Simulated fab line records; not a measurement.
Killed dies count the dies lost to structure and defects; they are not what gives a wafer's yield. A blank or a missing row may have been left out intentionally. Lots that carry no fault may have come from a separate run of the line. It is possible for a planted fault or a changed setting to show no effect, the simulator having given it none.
fab line records :: flow sky130
record:
  lots: 15
  wafers: 45
  last-day: 50
route steps=708 shown SD_N@348 VIA1@461 METAL2@499 METAL3@563
lots untouched by any fault: they come from a run of this same line in which no faults occurred
start-h: hours from the record's opening day to when the first of the lot's shown wafers began :: wait-h: hours elapsed since this lot's preceding step :: " unchanged from the row above :: L1.1+2: one row covering several wafers at once :: - either no value or no given start :: * or withheld: withheld :: < > ~ a bound
route shown NAME@n: names a module that has steps shown in the file, with the first one's number in the route :: usual: average and standard deviation across the fault-free wafers :: same: alike in all rows :: chamber/n: place in a boat :: sites: the reading at each site :: _std_site: how widely they spread, as a standard deviation :: _edge_site: the outer-site mean with the inner-site mean subtracted :: radius-mm: for every site, how far away it sits from the centre of the wafer :: mask NAME#n: copy n :: behind: tool/chamber where the wafer was last shaped :: hold: reason for holding the lot/hours on hold/outcome of the hold :: device: the transistor (n, p or np) that didn't switch :: end of line: the same wafers' tests at the end of the route :: a step with no rows: only its recipe :: killed: dies lost to structure and defects at the first sort, not the wafer's yield :: map: the dies of a wafer, with x for killed, . for not killed, _ for no die there
set.NAME: the setting that was run; set.NAME@STEP: the one run at that earlier step :: model.NAME: the simulator's own value behind a step, which no gauge read
one table for each step of the route and one row for each wafer, over a sample of lots
services: the hour from which a tool's chamber was out of use, counted from the record's first day as start-h (under 0 if before that day), plus the number of hours and why
== steps ==
step: SKY_SD_N_DEVELOP_06
recipe:
  resist: NOVOLAK
  developer: TMAH
  develop-time-s: 60
  dev-temp-c: 23
usual:
  developer-temp-C: 23.01/0.1
lot.wafer: L721.1
tool: litho-track-02
chamber: 0
start-h: 639.37
wait-h: 0.1
developer-temp-C: 22.90

lot.wafer: L721.5
tool: litho-track-02
chamber: 0
start-h: 639.37
wait-h: 0.1
developer-temp-C: 23.11

lot.wafer: L721.6
tool: litho-track-02
chamber: 0
start-h: 639.37
wait-h: 0.1
developer-temp-C: 22.88

lot.wafer: L726.1
tool: litho-track-01
chamber: 0
start-h: 673.31
wait-h: 0.1
developer-temp-C: 23.14

lot.wafer: L726.2
tool: litho-track-01
chamber: 0
start-h: 673.31
wait-h: 0.1
developer-temp-C: 23.14

lot.wafer: L726.5
tool: litho-track-01
chamber: 0
start-h: 673.31
wait-h: 0.1
developer-temp-C: 23.24

lot.wafer: L727.3
tool: litho-track-04
chamber: 0
start-h: 682.06
wait-h: 0.1
developer-temp-C: 22.06

lot.wafer: L727.4
tool: litho-track-04
chamber: 0
start-h: 682.06
wait-h: 0.1
developer-temp-C: 22.00

lot.wafer: L727.5
tool: litho-track-04
chamber: 0
start-h: 682.06
wait-h: 0.1
developer-temp-C: 22.08

lot.wafer: L729.2
tool: litho-track-04
chamber: 0
start-h: 713.59
wait-h: 0.1
developer-temp-C: 22.13

lot.wafer: L729.3
tool: litho-track-04
chamber: 0
start-h: 713.59
wait-h: 0.1
developer-temp-C: 22.07

lot.wafer: L729.6
tool: litho-track-04
chamber: 0
start-h: 713.59
wait-h: 0.1
developer-temp-C: 22.13

lot.wafer: L730.2
tool: litho-track-04
chamber: 0
start-h: 714.49
wait-h: 0.1
developer-temp-C: 22.17

lot.wafer: L730.4
tool: litho-track-04
chamber: 0
start-h: 714.49
wait-h: 0.1
developer-temp-C: 22.18

lot.wafer: L730.6
tool: litho-track-04
chamber: 0
start-h: 714.49
wait-h: 0.1
developer-temp-C: 22.21

lot.wafer: L734.2
tool: litho-track-01
chamber: 0
start-h: 757.78
wait-h: 0.1
developer-temp-C: 23.01

lot.wafer: L734.5
tool: litho-track-01
chamber: 0
start-h: 757.78
wait-h: 0.1
developer-temp-C: 23.13

lot.wafer: L734.6
tool: litho-track-01
chamber: 0
start-h: 757.78
wait-h: 0.1
developer-temp-C: 22.92

lot.wafer: L735.2
tool: litho-track-01
chamber: 0
start-h: 762.03
wait-h: 0.1
developer-temp-C: 23.11

lot.wafer: L735.3
tool: litho-track-01
chamber: 0
start-h: 762.03
wait-h: 0.1
developer-temp-C: 22.87

lot.wafer: L735.6
tool: litho-track-01
chamber: 0
start-h: 762.03
wait-h: 0.1
developer-temp-C: 23.05

lot.wafer: L736.2
tool: litho-track-02
chamber: 0
start-h: 773.99
wait-h: 0.1
developer-temp-C: 22.87

lot.wafer: L736.5
tool: litho-track-02
chamber: 0
start-h: 773.99
wait-h: 0.1
developer-temp-C: 22.98

lot.wafer: L736.6
tool: litho-track-02
chamber: 0
start-h: 773.99
wait-h: 0.1
developer-temp-C: 22.90

lot.wafer: L739.2
tool: litho-track-01
chamber: 0
start-h: 776.98
wait-h: 0.1
developer-temp-C: 22.95

lot.wafer: L739.4
tool: litho-track-01
chamber: 0
start-h: 776.98
wait-h: 0.1
developer-temp-C: 23.00

lot.wafer: L739.5
tool: litho-track-01
chamber: 0
start-h: 776.98
wait-h: 0.1
developer-temp-C: 22.92

lot.wafer: L737.2
tool: litho-track-01
chamber: 0
start-h: 780.23
wait-h: 0.1
developer-temp-C: 23.12

lot.wafer: L737.3
tool: litho-track-01
chamber: 0
start-h: 780.23
wait-h: 0.1
developer-temp-C: 23.22

lot.wafer: L737.5
tool: litho-track-01
chamber: 0
start-h: 780.23
wait-h: 0.1
developer-temp-C: 23.03

lot.wafer: L738.2
tool: litho-track-02
chamber: 0
start-h: 781.09
wait-h: 0.1
developer-temp-C: 22.94

lot.wafer: L738.4
tool: litho-track-02
chamber: 0
start-h: 781.09
wait-h: 0.1
developer-temp-C: 23.15

lot.wafer: L738.5
tool: litho-track-02
chamber: 0
start-h: 781.09
wait-h: 0.1
developer-temp-C: 23.06

lot.wafer: L740.1
tool: litho-track-01
chamber: 0
start-h: 787.06
wait-h: 0.1
developer-temp-C: 22.91

lot.wafer: L740.2
tool: litho-track-01
chamber: 0
start-h: 787.06
wait-h: 0.1
developer-temp-C: 23.07

lot.wafer: L740.4
tool: litho-track-01
chamber: 0
start-h: 787.06
wait-h: 0.1
developer-temp-C: 23.01

lot.wafer: L742.1
tool: litho-track-02
chamber: 0
start-h: 803.67
wait-h: 0.1
developer-temp-C: 23.11

lot.wafer: L742.2
tool: litho-track-02
chamber: 0
start-h: 803.67
wait-h: 0.1
developer-temp-C: 22.97

lot.wafer: L742.3
tool: litho-track-02
chamber: 0
start-h: 803.67
wait-h: 0.1
developer-temp-C: 23.06

lot.wafer: L743.1
tool: litho-track-02
chamber: 0
start-h: 811.62
wait-h: 0.1
developer-temp-C: 22.98

lot.wafer: L743.2
tool: litho-track-02
chamber: 0
start-h: 811.62
wait-h: 0.1
developer-temp-C: 22.96

lot.wafer: L743.5
tool: litho-track-02
chamber: 0
start-h: 811.62
wait-h: 0.1
developer-temp-C: 22.94

lot.wafer: L744.1
tool: litho-track-04
chamber: 0
start-h: 818.26
wait-h: 0.1
developer-temp-C: 23.21

lot.wafer: L744.5
tool: litho-track-04
chamber: 0
start-h: 818.26
wait-h: 0.1
developer-temp-C: 23.07

lot.wafer: L744.6
tool: litho-track-04
chamber: 0
start-h: 818.26
wait-h: 0.1
developer-temp-C: 23.08
step: SKY_VIA1_BOW_MEAS_03
recipe:
  mode: bow
usual:
  VIA1_BOW: 80/7.3
lot.wafer: L721.1
tool: film-metro-04
chamber: -
start-h: 763.22
wait-h: 0.1
VIA1_BOW[um]: 87

lot.wafer: L721.5
tool: film-metro-04
chamber: -
start-h: 763.22
wait-h: 0.1
VIA1_BOW[um]: 77

lot.wafer: L721.6
tool: film-metro-04
chamber: -
start-h: 763.22
wait-h: 0.1
VIA1_BOW[um]: 83

lot.wafer: L726.1
tool: film-metro-01
chamber: -
start-h: 795.71
wait-h: 0.1
VIA1_BOW[um]: 84

lot.wafer: L726.2
tool: film-metro-01
chamber: -
start-h: 795.71
wait-h: 0.1
VIA1_BOW[um]: 68

lot.wafer: L726.5
tool: film-metro-01
chamber: -
start-h: 795.71
wait-h: 0.1
VIA1_BOW[um]: 77

lot.wafer: L727.3
tool: film-metro-02
chamber: -
start-h: 803.22
wait-h: 0.1
VIA1_BOW[um]: 80

lot.wafer: L727.4
tool: film-metro-02
chamber: -
start-h: 803.22
wait-h: 0.1
VIA1_BOW[um]: 72

lot.wafer: L727.5
tool: film-metro-02
chamber: -
start-h: 803.22
wait-h: 0.1
VIA1_BOW[um]: 75

lot.wafer: L729.2
tool: film-metro-01
chamber: -
start-h: 831.94
wait-h: 0.2
VIA1_BOW[um]: 79

lot.wafer: L729.3
tool: film-metro-01
chamber: -
start-h: 831.94
wait-h: 0.2
VIA1_BOW[um]: 75

lot.wafer: L729.6
tool: film-metro-01
chamber: -
start-h: 831.94
wait-h: 0.2
VIA1_BOW[um]: 74

lot.wafer: L730.2
tool: film-metro-04
chamber: -
start-h: 832.38
wait-h: 0.2
VIA1_BOW[um]: 81

lot.wafer: L730.4
tool: film-metro-04
chamber: -
start-h: 832.38
wait-h: 0.2
VIA1_BOW[um]: 63

lot.wafer: L730.6
tool: film-metro-04
chamber: -
start-h: 832.38
wait-h: 0.2
VIA1_BOW[um]: 87

lot.wafer: L734.2
tool: film-metro-02
chamber: -
start-h: 873.31
wait-h: 0.1
VIA1_BOW[um]: 57

lot.wafer: L734.5
tool: film-metro-02
chamber: -
start-h: 873.31
wait-h: 0.1
VIA1_BOW[um]: 84

lot.wafer: L734.6
tool: film-metro-02
chamber: -
start-h: 873.31
wait-h: 0.1
VIA1_BOW[um]: 87

lot.wafer: L735.2
tool: film-metro-02
chamber: -
start-h: 876.71
wait-h: 0.1
VIA1_BOW[um]: 80

lot.wafer: L735.3
tool: film-metro-02
chamber: -
start-h: 876.71
wait-h: 0.1
VIA1_BOW[um]: 70

lot.wafer: L735.6
tool: film-metro-02
chamber: -
start-h: 876.71
wait-h: 0.1
VIA1_BOW[um]: 74

lot.wafer: L736.2
tool: film-metro-02
chamber: -
start-h: 886.95
wait-h: 0.2
VIA1_BOW[um]: 87

lot.wafer: L736.5
tool: film-metro-02
chamber: -
start-h: 886.95
wait-h: 0.2
VIA1_BOW[um]: 70

lot.wafer: L736.6
tool: film-metro-02
chamber: -
start-h: 886.95
wait-h: 0.2
VIA1_BOW[um]: 70

lot.wafer: L739.2
tool: film-metro-01
chamber: -
start-h: 890.04
wait-h: 0.2
VIA1_BOW[um]: 80

lot.wafer: L739.4
tool: film-metro-01
chamber: -
start-h: 890.04
wait-h: 0.2
VIA1_BOW[um]: 82

lot.wafer: L739.5
tool: film-metro-01
chamber: -
start-h: 890.04
wait-h: 0.2
VIA1_BOW[um]: 69

lot.wafer: L737.2
tool: film-metro-02
chamber: -
start-h: 891.88
wait-h: 0.1
VIA1_BOW[um]: 75

lot.wafer: L737.3
tool: film-metro-02
chamber: -
start-h: 891.88
wait-h: 0.1
VIA1_BOW[um]: 80

lot.wafer: L737.5
tool: film-metro-02
chamber: -
start-h: 891.88
wait-h: 0.1
VIA1_BOW[um]: 72

lot.wafer: L738.2
tool: film-metro-01
chamber: -
start-h: 894.53
wait-h: 0.1
VIA1_BOW[um]: 85

lot.wafer: L738.4
tool: film-metro-01
chamber: -
start-h: 894.53
wait-h: 0.1
VIA1_BOW[um]: 85

lot.wafer: L738.5
tool: film-metro-01
chamber: -
start-h: 894.53
wait-h: 0.1
VIA1_BOW[um]: 83

lot.wafer: L740.1
tool: film-metro-01
chamber: -
start-h: 899.43
wait-h: 0.2
VIA1_BOW[um]: 76

lot.wafer: L740.2
tool: film-metro-01
chamber: -
start-h: 899.43
wait-h: 0.2
VIA1_BOW[um]: 74

lot.wafer: L740.4
tool: film-metro-01
chamber: -
start-h: 899.43
wait-h: 0.2
VIA1_BOW[um]: 79

lot.wafer: L742.1
tool: film-metro-02
chamber: -
start-h: 913.91
wait-h: 0.2
VIA1_BOW[um]: 90

lot.wafer: L742.2
tool: film-metro-02
chamber: -
start-h: 913.91
wait-h: 0.2
VIA1_BOW[um]: 95

lot.wafer: L742.3
tool: film-metro-02
chamber: -
start-h: 913.91
wait-h: 0.2
VIA1_BOW[um]: 81

lot.wafer: L743.1
tool: film-metro-02
chamber: -
start-h: 923.52
wait-h: 0.1
VIA1_BOW[um]: 80

lot.wafer: L743.2
tool: film-metro-02
chamber: -
start-h: 923.52
wait-h: 0.1
VIA1_BOW[um]: 78

lot.wafer: L743.5
tool: film-metro-02
chamber: -
start-h: 923.52
wait-h: 0.1
VIA1_BOW[um]: 75

lot.wafer: L744.1
tool: film-metro-04
chamber: -
start-h: 927.98
wait-h: 0.4
VIA1_BOW[um]: 64

lot.wafer: L744.5
tool: film-metro-04
chamber: -
start-h: 927.98
wait-h: 0.4
VIA1_BOW[um]: 81

lot.wafer: L744.6
tool: film-metro-04
chamber: -
start-h: 927.98
wait-h: 0.4
VIA1_BOW[um]: 77
step: SKY_METAL2_OVL_MEAS_16
usual:
  METAL2_OVL: -2/5.5
lot.wafer: L721.1
tool: overlay-01
chamber: -
start-h: 818.90
wait-h: 0.1
METAL2_OVL[nm]: -2

lot.wafer: L721.5
tool: overlay-01
chamber: -
start-h: 818.90
wait-h: 0.1
METAL2_OVL[nm]: -3

lot.wafer: L721.6
tool: overlay-01
chamber: -
start-h: 818.90
wait-h: 0.1
METAL2_OVL[nm]: -7

lot.wafer: L726.1
tool: overlay-01
chamber: -
start-h: 849.74
wait-h: 0.1
METAL2_OVL[nm]: -1

lot.wafer: L726.2
tool: overlay-01
chamber: -
start-h: 849.74
wait-h: 0.1
METAL2_OVL[nm]: -1

lot.wafer: L726.5
tool: overlay-01
chamber: -
start-h: 849.74
wait-h: 0.1
METAL2_OVL[nm]: 1

lot.wafer: L727.3
tool: overlay-01
chamber: -
start-h: 857.01
wait-h: 0.1
METAL2_OVL[nm]: 1

lot.wafer: L727.4
tool: overlay-01
chamber: -
start-h: 857.01
wait-h: 0.1
METAL2_OVL[nm]: 2

lot.wafer: L727.5
tool: overlay-01
chamber: -
start-h: 857.01
wait-h: 0.1
METAL2_OVL[nm]: 0

lot.wafer: L729.2
tool: overlay-01
chamber: -
start-h: 885.49
wait-h: 0.1
METAL2_OVL[nm]: 8

lot.wafer: L729.3
tool: overlay-01
chamber: -
start-h: 885.49
wait-h: 0.1
METAL2_OVL[nm]: 10

lot.wafer: L729.6
tool: overlay-01
chamber: -
start-h: 885.49
wait-h: 0.1
METAL2_OVL[nm]: 0

lot.wafer: L730.2
tool: overlay-01
chamber: -
start-h: 885.84
wait-h: 0.1
METAL2_OVL[nm]: -4

lot.wafer: L730.4
tool: overlay-01
chamber: -
start-h: 885.84
wait-h: 0.1
METAL2_OVL[nm]: -4

lot.wafer: L730.6
tool: overlay-01
chamber: -
start-h: 885.84
wait-h: 0.1
METAL2_OVL[nm]: -6

lot.wafer: L734.2
tool: overlay-01
chamber: -
start-h: 924.15
wait-h: 0.1
METAL2_OVL[nm]: -14

lot.wafer: L734.5
tool: overlay-01
chamber: -
start-h: 924.15
wait-h: 0.1
METAL2_OVL[nm]: 0

lot.wafer: L734.6
tool: overlay-01
chamber: -
start-h: 924.15
wait-h: 0.1
METAL2_OVL[nm]: 1

lot.wafer: L735.2
tool: overlay-01
chamber: -
start-h: 928.44
wait-h: 0.1
METAL2_OVL[nm]: 1

lot.wafer: L735.3
tool: overlay-01
chamber: -
start-h: 928.44
wait-h: 0.1
METAL2_OVL[nm]: -3

lot.wafer: L735.6
tool: overlay-01
chamber: -
start-h: 928.44
wait-h: 0.1
METAL2_OVL[nm]: 3

lot.wafer: L736.2
tool: overlay-01
chamber: -
start-h: 938.09
wait-h: 0.1
METAL2_OVL[nm]: 11

lot.wafer: L736.5
tool: overlay-01
chamber: -
start-h: 938.09
wait-h: 0.1
METAL2_OVL[nm]: 0

lot.wafer: L736.6
tool: overlay-01
chamber: -
start-h: 938.09
wait-h: 0.1
METAL2_OVL[nm]: 5

lot.wafer: L739.2
tool: overlay-01
chamber: -
start-h: 941.16
wait-h: 0.1
METAL2_OVL[nm]: -7

lot.wafer: L739.4
tool: overlay-01
chamber: -
start-h: 941.16
wait-h: 0.1
METAL2_OVL[nm]: -8

lot.wafer: L739.5
tool: overlay-01
chamber: -
start-h: 941.16
wait-h: 0.1
METAL2_OVL[nm]: -9

lot.wafer: L737.2
tool: overlay-01
chamber: -
start-h: 943.10
wait-h: 0.1
METAL2_OVL[nm]: -6

lot.wafer: L737.3
tool: overlay-01
chamber: -
start-h: 943.10
wait-h: 0.1
METAL2_OVL[nm]: 1

lot.wafer: L737.5
tool: overlay-01
chamber: -
start-h: 943.10
wait-h: 0.1
METAL2_OVL[nm]: -2

lot.wafer: L738.2
tool: overlay-01
chamber: -
start-h: 946.00
wait-h: 0.1
METAL2_OVL[nm]: 3

lot.wafer: L738.4
tool: overlay-01
chamber: -
start-h: 946.00
wait-h: 0.1
METAL2_OVL[nm]: 7

lot.wafer: L738.5
tool: overlay-01
chamber: -
start-h: 946.00
wait-h: 0.1
METAL2_OVL[nm]: 1

lot.wafer: L740.1
tool: overlay-01
chamber: -
start-h: 950.03
wait-h: 0.1
METAL2_OVL[nm]: -7

lot.wafer: L740.2
tool: overlay-01
chamber: -
start-h: 950.03
wait-h: 0.1
METAL2_OVL[nm]: -6

lot.wafer: L740.4
tool: overlay-01
chamber: -
start-h: 950.03
wait-h: 0.1
METAL2_OVL[nm]: -5

lot.wafer: L742.1
tool: overlay-02
chamber: -
start-h: 964.25
wait-h: 0.1
METAL2_OVL[nm]: -1

lot.wafer: L742.2
tool: overlay-02
chamber: -
start-h: 964.25
wait-h: 0.1
METAL2_OVL[nm]: 5

lot.wafer: L742.3
tool: overlay-02
chamber: -
start-h: 964.25
wait-h: 0.1
METAL2_OVL[nm]: -1

lot.wafer: L743.1
tool: overlay-02
chamber: -
start-h: 973.69
wait-h: 0.1
METAL2_OVL[nm]: -13

lot.wafer: L743.2
tool: overlay-02
chamber: -
start-h: 973.69
wait-h: 0.1
METAL2_OVL[nm]: -12

lot.wafer: L743.5
tool: overlay-02
chamber: -
start-h: 973.69
wait-h: 0.1
METAL2_OVL[nm]: -9

lot.wafer: L744.1
tool: overlay-01
chamber: -
start-h: 978.39
wait-h: 0.1
METAL2_OVL[nm]: 1

lot.wafer: L744.5
tool: overlay-01
chamber: -
start-h: 978.39
wait-h: 0.1
METAL2_OVL[nm]: 3

lot.wafer: L744.6
tool: overlay-01
chamber: -
start-h: 978.39
wait-h: 0.1
METAL2_OVL[nm]: 1
step: SKY_METAL3_CD_MEAS_13
recipe:
  target-cd-nm: 300
usual:
  cd-nm: 299.3/1.4
lot.wafer: L721.1
tool: cd-sem-01
chamber: -
start-h: 900.72
wait-h: -
cd-nm: 297.3

lot.wafer: L721.5
tool: cd-sem-01
chamber: -
start-h: 900.72
wait-h: -
cd-nm: 296.5

lot.wafer: L721.6
tool: cd-sem-01
chamber: -
start-h: 900.72
wait-h: -
cd-nm: 297.4

lot.wafer: L726.1
tool: cd-sem-01
chamber: -
start-h: 929.51
wait-h: -
cd-nm: 300.2

lot.wafer: L726.2
tool: cd-sem-01
chamber: -
start-h: 929.51
wait-h: -
cd-nm: 300.2

lot.wafer: L726.5
tool: cd-sem-01
chamber: -
start-h: 929.51
wait-h: -
cd-nm: 300.0

lot.wafer: L727.3
tool: cd-sem-01
chamber: -
start-h: 936.21
wait-h: -
cd-nm: 301.1

lot.wafer: L727.4
tool: cd-sem-01
chamber: -
start-h: 936.21
wait-h: -
cd-nm: 300.4

lot.wafer: L727.5
tool: cd-sem-01
chamber: -
start-h: 936.21
wait-h: -
cd-nm: 302.1

lot.wafer: L729.2
tool: cd-sem-02
chamber: -
start-h: 961.88
wait-h: -
cd-nm: 299.1

lot.wafer: L729.3
tool: cd-sem-02
chamber: -
start-h: 961.88
wait-h: -
cd-nm: 300.0

lot.wafer: L729.6
tool: cd-sem-02
chamber: -
start-h: 961.88
wait-h: -
cd-nm: 300.7

lot.wafer: L730.2
tool: cd-sem-02
chamber: -
start-h: 963.04
wait-h: -
cd-nm: 299.5

lot.wafer: L730.4
tool: cd-sem-02
chamber: -
start-h: 963.04
wait-h: -
cd-nm: 301.8

lot.wafer: L730.6
tool: cd-sem-02
chamber: -
start-h: 963.04
wait-h: -
cd-nm: 300.3

lot.wafer: L734.2
tool: cd-sem-01
chamber: -
start-h: 998.60
wait-h: -
cd-nm: 301.7

lot.wafer: L734.5
tool: cd-sem-01
chamber: -
start-h: 998.60
wait-h: -
cd-nm: 300.7

lot.wafer: L734.6
tool: cd-sem-01
chamber: -
start-h: 998.60
wait-h: -
cd-nm: 300.3

lot.wafer: L735.2
tool: cd-sem-02
chamber: -
start-h: 1002.14
wait-h: -
cd-nm: 298.2

lot.wafer: L735.3
tool: cd-sem-02
chamber: -
start-h: 1002.14
wait-h: -
cd-nm: 298.3

lot.wafer: L735.6
tool: cd-sem-02
chamber: -
start-h: 1002.14
wait-h: -
cd-nm: 299.2

lot.wafer: L736.2
tool: cd-sem-02
chamber: -
start-h: 1012.99
wait-h: -
cd-nm: 298.8

lot.wafer: L736.5
tool: cd-sem-02
chamber: -
start-h: 1012.99
wait-h: -
cd-nm: 298.6

lot.wafer: L736.6
tool: cd-sem-02
chamber: -
start-h: 1012.99
wait-h: -
cd-nm: 298.6

lot.wafer: L739.2
tool: cd-sem-02
chamber: -
start-h: 1015.65
wait-h: -
cd-nm: 297.6

lot.wafer: L739.4
tool: cd-sem-02
chamber: -
start-h: 1015.65
wait-h: -
cd-nm: 298.2

lot.wafer: L739.5
tool: cd-sem-02
chamber: -
start-h: 1015.65
wait-h: -
cd-nm: 297.0

lot.wafer: L737.2
tool: cd-sem-02
chamber: -
start-h: 1017.28
wait-h: -
cd-nm: 300.1

lot.wafer: L737.3
tool: cd-sem-02
chamber: -
start-h: 1017.28
wait-h: -
cd-nm: 299.6

lot.wafer: L737.5
tool: cd-sem-02
chamber: -
start-h: 1017.28
wait-h: -
cd-nm: 298.4

lot.wafer: L738.2
tool: cd-sem-02
chamber: -
start-h: 1019.44
wait-h: -
cd-nm: 298.6

lot.wafer: L738.4
tool: cd-sem-02
chamber: -
start-h: 1019.44
wait-h: -
cd-nm: 299.0

lot.wafer: L738.5
tool: cd-sem-02
chamber: -
start-h: 1019.44
wait-h: -
cd-nm: 298.9

lot.wafer: L740.1
tool: cd-sem-01
chamber: -
start-h: 1021.87
wait-h: -
cd-nm: 299.9

lot.wafer: L740.2
tool: cd-sem-01
chamber: -
start-h: 1021.87
wait-h: -
cd-nm: 302.0

lot.wafer: L740.4
tool: cd-sem-01
chamber: -
start-h: 1021.87
wait-h: -
cd-nm: 301.1

lot.wafer: L742.1
tool: cd-sem-01
chamber: -
start-h: 1036.38
wait-h: -
cd-nm: 299.8

lot.wafer: L742.2
tool: cd-sem-01
chamber: -
start-h: 1036.38
wait-h: -
cd-nm: 300.0

lot.wafer: L742.3
tool: cd-sem-01
chamber: -
start-h: 1036.38
wait-h: -
cd-nm: 298.1

lot.wafer: L743.1
tool: cd-sem-01
chamber: -
start-h: 1044.17
wait-h: -
cd-nm: 297.8

lot.wafer: L743.2
tool: cd-sem-01
chamber: -
start-h: 1044.17
wait-h: -
cd-nm: 299.5

lot.wafer: L743.5
tool: cd-sem-01
chamber: -
start-h: 1044.17
wait-h: -
cd-nm: 300.5

lot.wafer: L744.1
tool: cd-sem-01
chamber: -
start-h: 1052.42
wait-h: -
cd-nm: 300.7

lot.wafer: L744.5
tool: cd-sem-01
chamber: -
start-h: 1052.42
wait-h: -
cd-nm: 301.9

lot.wafer: L744.6
tool: cd-sem-01
chamber: -
start-h: 1052.42
wait-h: -
cd-nm: 300.7
== services ==
tool: litho-track-02
chamber: -
start-h: 771.51
hours: -
kind: consumable-replace:filter

tool: litho-track-04
chamber: -
start-h: 786.26
hours: -
kind: consumable-replace:filter
== key ==
first-sign:
  step: SKY_SD_N_DEVELOP_06
  reading: developer-temp-C
  direction: down
  sigmas: 8.7
  usual: *
  struck: *
effect none on later readings
met-at SKY_SD_N_DEVELOP_06
struck-lots L727,L729,L730
tester-left-out L727,L729,L730
loop-trim:
  step: SKY_SD_N_EXPOSE_04
  setting: dose
  lots: L729,L730
not-acting-at SKY_VIA1_BOW_MEAS_03,SKY_METAL2_OVL_MEAS_16,SKY_METAL3_CD_MEAS_13
fault:
  kind: process-parameter-drift
  tool: litho-track-04
  chamber: -
  onset-h: 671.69
  steps: SKY_SD_N_DEVELOP_06
  channel: dev-temp-c
  offset: *
  shape: step
  end-h: 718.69
  acts-in: *
  stated: *
tester-left-out: of these lots the tester's yield and bins aren't shown, on N5 and GAA mostly nor the transistor test; their killed dies are dies lost to structure and defects alone, not to doping, threshold or leakage, so they don't give the yield
loop-trim: a control loop set the setting to another value than it would have without faults
